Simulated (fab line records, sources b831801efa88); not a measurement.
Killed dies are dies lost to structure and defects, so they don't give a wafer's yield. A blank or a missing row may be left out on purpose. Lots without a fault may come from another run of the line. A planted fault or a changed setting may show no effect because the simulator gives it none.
fab line records | flow sky130
record lots=13 wafers=39 last_day=50
route steps=708 shown RES_XHIGH@336 PASSIVATION@682 PAD_OPEN@708
lots that met no fault: from a run of the same line without faults
start_h: hours from the record's first day to the start of the lot's first wafer shown | wait_h: hours since the lot's step before | " the same as in the row above | L1.1+2: a row that stands for several wafers | - no value, or no start given | * or withheld: withheld | < > ~ a bound
route shown NAME@n: a module of which the file shows steps, and the number in the route of the first | usual: mean/standard deviation of fault-free wafers | same: alike in all rows | chamber/n: place in a boat | sites: the reading at each site | _std_site: their standard deviation | _edge_site: outer sites' mean less inner sites' | radius_mm: how far each site lies from the wafer's centre | mask NAME#n: copy n | behind: the tool/chamber that last shaped the wafer | hold: why the lot was held/for how many hours/how that ended | device: the transistor (n, p or np) that didn't switch | end of line: the same wafers' tests at the end of the route | a step without rows: its recipe alone | killed: dies lost to structure and defects at the first sort, not the wafer's yield | map: a wafer's dies, x killed, . not, _ none there
set.NAME: the setting as run; set.NAME@STEP: as run at that earlier step | model.NAME: the simulator's own value behind a step, which no gauge read
steps of the route over a sample of lots; a table a step, a row a wafer
services: from which hour (start_h, from the record's first day; less than 0 if before it) a tool's chamber was out of use, for how many hours, and why
## steps
# step SKY_RES_XHIGH_EXPOSE_04
# recipe mask_id=URPM na=0.6 source_shape=conventional sigma_outer=0.6 polarization=unpolarized target_cd_nm=1270 dose_mj=140
# same na=0.6
# columns lot.wafer tool chamber start_h wait_h mask
L218.1+5+6 iline_stepper-01 0 599.65 - URPM#0
L219.3+5+6 iline_stepper-01 0 611.49 - URPM#0
L222.2+3+5 iline_stepper-02 0 626.07 - URPM#0
L221.1+4+6 iline_stepper-02 0 627.06 - URPM#0
L224.1+2+6 iline_stepper-01 0 652.59 - URPM#0
L225.4+5+6 iline_stepper-01 0 661.19 - URPM#0
L227.1+2+4 iline_stepper-02 0 675.60 - URPM#0
L229.2+4+5 iline_stepper-02 0 688.92 - URPM#0
L233.3+4+6 iline_stepper-01 0 730.74 - URPM#0
L234.3+5+6 iline_stepper-01 0 735.12 - URPM#0
L238.4+5+6 iline_stepper-02 0 768.21 - URPM#0
L240.3+4+5 iline_stepper-02 0 776.09 - URPM#0
L241.1+2+6 iline_stepper-02 0 778.48 - URPM#0
# step SKY_PASSIVATION_THK_MEAS_01
# recipe reads=SiO2_of_PASSIVATION_CVD_00
# usual PASSIVATION_CVD_00_THK=90.0/1
# columns lot.wafer tool chamber start_h wait_h PASSIVATION_CVD_00_THK[nm]
L218.1 film_metro-01 - 1023.36 - 88.1
L218.5 " - " " 89.6
L218.6 " - " " 89.4
L219.3 film_metro-04 - 1032.74 - 91.1
L219.5 " - " " 92.6
L219.6 " - " " 92.6
L222.2 film_metro-03 - 1045.45 - 88.6
L222.3 " - " " 89.1
L222.5 " - " " 89.8
L221.1 film_metro-04 - 1048.14 - 88.8
L221.4 " - " " 91.1
L221.6 " - " " 91.1
L224.1 film_metro-01 - 1068.82 - 90.1
L224.2 " - " " 88.9
L224.6 " - " " 91.0
L225.4 film_metro-01 - 1074.09 - 90.7
L225.5 " - " " 89.8
L225.6 " - " " 90.0
L227.1 film_metro-04 - 1082.66 - 88.4
L227.2 " - " " 89.6
L227.4 " - " " 90.2
L229.2 film_metro-01 - 1095.64 - 91.4
L229.4 " - " " 91.0
L229.5 " - " " 90.9
L233.3 film_metro-01 - 1123.79 - 89.3
L233.4 " - " " 90.8
L233.6 " - " " 91.2
L234.3 film_metro-04 - 1125.17 - 90.1
L234.5 " - " " 89.4
L234.6 " - " " 89.8
L238.4 film_metro-03 - 1148.65 - 92.0
L238.5 " - " " 90.5
L238.6 " - " " 90.7
L240.3 film_metro-04 - 1154.73 - 89.4
L240.4 " - " " 90.1
L240.5 " - " " 90.1
L241.1 film_metro-01 - 1156.12 - 88.3
L241.2 " - " " 89.0
L241.6 " - " " 89.6
# step SKY_PASSIVATION_CVD_02
# recipe material=Si3N4 target_thk_nm=540 temp_c=400 time_s=withheld rf_w=450
# usual heater_power_w=705/61
# columns lot.wafer tool chamber start_h wait_h heater_power_w
L218.1 pecvd-02 2 1023.42 0.1 646
L218.5 " 0 " " 563
L218.6 " 1 " " 737
L219.3 pecvd-01 2 1032.90 0.1 774
L219.5 " 1 " " 727
L219.6 " 2 " " 816
L222.2 pecvd-01 0 1045.50 0.0 754
L222.3 " 2 " " 728
L222.5 " 2 " " 752
L221.1 pecvd-02 2 1048.20 0.1 690
L221.4 " 2 " " 566
L221.6 " 0 " " 667
L224.1 pecvd-01 2 1068.88 0.1 694
L224.2 " 0 " " 769
L224.6 " 0 " " 685
L225.4 pecvd-02 1 1074.23 0.1 651
L225.5 " 2 " " 635
L225.6 " 0 " " 691
L227.1 pecvd-03 0 1082.72 0.1 782
L227.2 " 1 " " 658
L227.4 " 2 " " 702
L229.2 pecvd-03 0 1095.69 0.0 739
L229.4 " 2 " " 759
L229.5 " 0 " " 735
L233.3 pecvd-02 0 1123.83 0.0 656
L233.4 " 2 " " 722
L233.6 " 0 " " 684
L234.3 pecvd-02 2 1125.21 0.0 676
L234.5 " 0 " " 611
L234.6 " 1 " " 785
L238.4 pecvd-01 0 1148.80 0.1 801
L238.5 " 2 " " 740
L238.6 " 1 " " 592
L240.3 pecvd-02 2 1154.77 0.0 665
L240.4 " 2 " " 676
L240.5 " 0 " " 693
L241.1 pecvd-01 0 1156.18 0.1 805
L241.2 " 2 " " 686
L241.6 " 1 " " 586
# step SKY_PASSIVATION_STRIP_12
# recipe chemistry=O2/N2 power_w=1400 pressure_mtorr=1500 platen_temp_c=withheld overash_fraction=0.7 o2_flow_sccm=3000 n2_flow_sccm=300
# usual chamber_pressure_mTorr=1500.0/1.3 drypump_motor_current_A=5.6/0.5 n2_flow_sccm=300.1/0.86 oes_product_au=0.661/0.0046 strip_time_to_endpoint_s=31.48/0.11
# columns lot.wafer tool chamber start_h wait_h chamber_pressure_mTorr drypump_motor_current_A n2_flow_sccm oes_product_au rf_hours_counter_h strip_time_to_endpoint_s
L218.1 plasma_asher-02 1 1046.01 0.1 1501.8 4.8 300.3 0.655 30 31.19
L218.5 " 1 " " 1498.9 4.8 301.1 0.664 - 31.29
L218.6 " 0 " " 1502.5 6.4 298.2 0.664 - 31.31
L219.3 plasma_asher-01 1 1055.17 0.1 1499.5 5.8 300.0 0.658 - 31.41
L219.5 " 0 " " 1499.8 5.2 300.5 0.664 - 31.33
L219.6 " 1 " " 1499.4 5.8 300.1 0.667 - 31.33
L222.2 plasma_asher-04 0 1067.96 0.1 1499.0 5.6 300.8 0.658 92 31.67
L222.3 " 1 " " 1500.1 5.8 299.8 0.659 - 31.55
L222.5 " 0 " " 1498.4 5.6 298.7 0.661 - 31.61
L221.1 plasma_asher-01 1 1070.41 0.1 1500.0 5.8 300.3 0.659 1 31.36
L221.4 " 0 " " 1499.1 5.2 300.6 0.654 - 31.40
L221.6 " 0 " " 1501.4 5.2 300.5 0.665 - 31.36
L224.1 plasma_asher-04 1 1090.22 0.1 1501.3 5.8 298.2 0.666 95 31.59
L224.2 " 0 " " 1500.5 5.5 299.6 0.659 95 31.54
L224.6 " 1 " " 1499.5 5.8 299.0 0.657 - 31.49
L225.4 plasma_asher-04 0 1094.34 0.0 1501.1 5.6 298.1 0.663 - 31.40
L225.5 " 1 " " 1497.8 5.8 300.2 0.660 - 31.38
L225.6 " 0 " " 1498.6 5.6 299.8 0.652 - 31.49
L227.1 plasma_asher-02 1 1103.39 0.1 1500.3 4.9 300.4 0.662 36 31.60
L227.2 " 0 " " 1499.9 6.4 300.2 0.666 36 31.63
L227.4 " 0 " " 1499.0 6.4 300.3 0.655 - 31.41
L229.2 plasma_asher-01 0 1115.82 0.1 1503.8 5.2 299.6 0.665 6 31.56
L229.4 " 1 " " 1500.7 5.8 299.1 0.664 - 31.36
L229.5 " 0 " " 1499.7 5.2 300.3 0.656 - 31.39
L233.3 plasma_asher-02 0 1143.15 0.1 1500.1 6.4 301.2 0.657 - 31.47
L233.4 " 1 " " 1501.5 4.8 300.4 0.663 - 31.40
L233.6 " 0 " " 1500.4 6.4 300.4 0.665 - 31.52
L234.3 plasma_asher-02 0 1144.39 0.1 1499.8 6.4 299.9 0.670 - 31.57
L234.5 " 1 " " 1502.7 4.9 301.7 0.667 - 31.42
L234.6 " 0 " " 1501.4 6.4 300.6 0.658 - 31.53
L238.4 plasma_asher-04 1 1165.70 0.1 1502.3 5.8 299.9 0.652 - 31.37
L238.5 " 1 " " 1500.3 5.8 298.5 0.667 - 31.53
L238.6 " 0 " " 1497.9 5.6 300.3 0.663 - 31.36
L240.3 plasma_asher-02 1 1172.05 0.1 1500.1 4.8 299.7 0.658 - 31.54
L240.4 " 0 " " 1500.8 6.4 300.4 0.663 - 31.67
L240.5 " 0 " " 1501.3 6.4 300.4 0.664 - 31.68
L241.1 plasma_asher-01 1 1172.72 0.1 1498.3 5.8 301.1 0.671 12 31.36
L241.2 " 0 " " 1499.8 5.2 301.4 0.666 12 31.29
L241.6 " 1 " " 1498.3 5.8 300.4 0.658 - 31.43
# step SKY_PAD_OPEN_PROBE_99
# usual killed_at_M0_to_M3=43/6.8 killed_at_M4_up=3.2/1.8 killed_at_contacts=24/5.2 killed_at_front_end=15/4.2 killed_at_other=0.4/0.62 killed_dies=85/8.7 killed_open=46/6.7 killed_short=39/5.9
# same gross_dies=492 killed_at_back_side=0
# columns lot.wafer tool chamber start_h wait_h killed_at_M0_to_M3 killed_at_M4_up killed_at_contacts killed_at_front_end killed_at_other killed_dies killed_open killed_short
L233.3 prober-01 - 1162.87 0.2 49 5 18 21 6 99 45 48
L233.4 prober-01 - 1162.92 0.2 55 5 24 15 5 104 56 43
L233.6 prober-01 - 1163.02 0.2 49 2 17 10 6 84 42 36
L234.3 prober-02 - 1164.02 0.2 56 4 22 20 9 111 57 45
L234.5 prober-02 - 1164.12 0.2 51 2 14 23 6 96 48 43
L234.6 prober-02 - 1164.17 0.2 38 4 18 17 7 84 38 40
# killed by level:class
L233.3 METAL1:geometric_particle:short=8 VIA3:geometric_particle:open=7 CONTACT:geometric_particle:open=7 METAL2:geometric_particle:short=7 FIELD_ISO:geometric_particle:open=6 POLY_GATE:geometric_particle:open=6 VIA1:geometric_particle:short=6 RES_XHIGH:overlay=6
L233.4 VIA1:geometric_particle:open=17 LI_CONTACT:geometric_particle:open=9 VIA3:geometric_particle:open=8 VIA2:geometric_particle:open=8 VIA3:geometric_particle:short=6 FIELD_ISO:geometric_particle:short=5 LOCAL_INTERCONNECT:geometric_particle:short=5 CONTACT:geometric_particle:open=5
L233.6 METAL2:geometric_particle:short=12 CONTACT:geometric_particle:open=8 VIA1:geometric_particle:short=8 VIA1:geometric_particle:open=8 RES_XHIGH:overlay=6 VIA3:geometric_particle:open=5 LOCAL_INTERCONNECT:geometric_particle:open=4 VIA2:geometric_particle:open=4
L234.3 VIA1:geometric_particle:open=13 VIA3:geometric_particle:open=9 RES_XHIGH:overlay=9 FIELD_ISO:geometric_particle:open=8 CONTACT:geometric_particle:open=8 METAL1:geometric_particle:short=7 METAL2:geometric_particle:open=7 LOCAL_INTERCONNECT:geometric_particle:short=6
L234.5 VIA1:geometric_particle:open=11 VIA2:geometric_particle:open=8 VIA3:geometric_particle:open=7 FIELD_ISO:geometric_particle:short=6 POLY_GATE:geometric_particle:open=6 METAL1:geometric_particle:short=6 METAL2:geometric_particle:short=6 FIELD_ISO:geometric_particle:open=5
L234.6 VIA1:geometric_particle:short=9 VIA1:geometric_particle:open=9 LOCAL_INTERCONNECT:geometric_particle:short=6 CONTACT:geometric_particle:open=6 VIA2:geometric_particle:open=6 RES_XHIGH:overlay=6 FIELD_ISO:geometric_particle:open=5 FIELD_ISO:geometric_particle:short=5
## services
# columns tool chamber start_h hours kind
iline_stepper-02 - 584.72 8.6 repair
pecvd-02 - 594.79 3.3 repair
pecvd-01 0 605.73 5.5 repair
iline_stepper-02 - 608.57 4.4 pm
pecvd-01 1 628.86 4.1 repair
iline_stepper-02 - 713.19 1.7 pm
iline_stepper-02 - 727.85 8.9 pm
iline_stepper-01 - 736.78 1.7 pm
pecvd-02 - 761.32 2.8 pm
pecvd-02 - 831.05 28.1 pm
iline_stepper-02 - 837.12 7.9 repair
pecvd-02 - 873.11 1.5 repair
iline_stepper-01 - 915.15 7.0 repair
iline_stepper-02 - 931.37 1.7 pm
iline_stepper-01 - 946.00 2.7 repair
iline_stepper-01 - 952.27 1.7 pm
iline_stepper-01 - 993.33 18.3 repair
pecvd-02 - 1024.80 0.6 repair
pecvd-02 2 1053.72 1.8 repair
pecvd-02 1 1054.97 4.3 repair
iline_stepper-01 - 1088.52 1.9 repair
pecvd-02 - 1100.52 1.1 repair
iline_stepper-02 - 1149.55 1.7 pm
iline_stepper-01 - 1170.45 1.7 pm
## key
first_sign step=SKY_PAD_OPEN_PROBE_99 reading=killed_at_other direction=up sigmas=6.1 usual=0.4 struck=6.5
effect none on later readings
met_at SKY_RES_XHIGH_EXPOSE_04
struck_lots L233,L234
tester_left_out L233,L234
not_acting_at SKY_PASSIVATION_THK_MEAS_01,SKY_PASSIVATION_CVD_02,SKY_PASSIVATION_STRIP_12
onset_between 661.19 730.74
fault kind=scanner_matching_overlay tool=iline_stepper-01 chamber=- onset_h=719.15 steps=SKY_RES_XHIGH_EXPOSE_04 offset=232.52
# tester_left_out: of these lots the tester's yield and bins aren't shown, on N5 and GAA mostly nor the transistor test; their killed dies are dies lost to structure and defects alone, not to doping, threshold or leakage, so they don't give the yield
